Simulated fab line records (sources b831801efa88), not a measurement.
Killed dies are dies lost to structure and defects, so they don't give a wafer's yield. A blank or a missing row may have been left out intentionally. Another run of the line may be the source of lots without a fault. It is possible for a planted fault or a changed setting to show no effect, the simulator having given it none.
Code-filled problem report in 8D (eight disciplines) form / flow gf180mcu / the parts of the form that need people (team, actions taken, sign-off) are left out

== 1. THE PROBLEM ==
heaterPowerTotalW at GF_V5_SOFTBAKE_10 reads a mean of 98.11 W on 2 wafers of 1 lot; wafers without a fault read 93.04 W with a standard deviation of 0.06. Measured from the usual mean, that is +85 standard deviations.
The step: time 60 s.
Earliest sighting: wafer L190.2 on lithoTrack-02 at day 29 04:00. The record holds 14 wafers of 5 lots with a number at this step. Rule for "out", or "out of limits": more than 4 standard deviations from the usual mean. The rest of the wafers with a number are treated as sound.

== 2. WHAT IT IS; WHAT IT IS NOT ==
question=which readings at this step | is=heaterPowerTotalW, runLengthS | is not=resistLineTempC
question=which lots | is=L190 | is not=L188, L200, L204, L206
question=which wafers of those lots | is=all that have a number | is not=-
question=read on which tools | is=lithoTrack-02 | is not=lithoTrack-01, lithoTrack-03
question=when | is=from day 29 04:00 | is not=up to then (3 sound wafers); but 9 sound wafers of L200, L204, L206 came after

== 3. WHAT RULES OUT EACH SUSPECT ==
Counting: a tool at a process step up to the reading stays a suspect if it ran every lot that is out and no sound lot after the first of them.
- pecvd-04 at GF_V5_CVD_02 (deposits SiO2 from TEOS, target thk 1450 nm, time 163.28 s): ruled out as a lasting fault. Sound lots L206 ran on it after its first lot that is out, L190 (day 28 18:57).
- cmp-01 at GF_V5_CMP_04 (polishes SiO2): ruled out as a lasting fault. Sound lots L200, L204, L206 ran on it after its first lot that is out, L190 (day 28 19:07).
- lithoTrack-02 at GF_V5_SOFTBAKE_10 (time 60 s): ruled out as a lasting fault. Sound lots L204 ran on it after its first lot that is out, L190 (day 29 04:00).
Left after counting: nothing in the record.

== 4. THE CAUSE (what the simulator had put in) ==
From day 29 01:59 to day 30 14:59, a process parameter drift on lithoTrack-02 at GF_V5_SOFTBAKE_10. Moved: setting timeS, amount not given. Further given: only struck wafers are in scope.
Counting ruled it out, wrongly.

== 5. THE EFFECT CHAIN, in route order ==
Rows list readings where the struck wafers' mean (over those with a number) sits beyond 3 standard deviations from the usual. Readings are gone through only where the record gives a usual standard deviation; hours: the median, over the lots, of the time from a lot's start at the first step in this table giving one to that lot's start at this step; sigmas: the change measured in usual standard deviations.
hours=0; step=GF_V5_SOFTBAKE_10; reading=heaterPowerTotalW; usual=93.04 W; on struck wafers=98.11; change=+5.07; sigmas=+85
hours=0; step=GF_V5_SOFTBAKE_10; reading=runLengthS; usual=89.21 s; on struck wafers=80.30; change=-8.91; sigmas=-41
The process steps in it:
- GF_V5_SOFTBAKE_10: time 60 s.

== 6. WHAT WOULD HAVE CAUGHT IT SOONER ==
In this record the first reading out of limits was taken at day 29 04:00, 2 hours after the fault began at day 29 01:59.
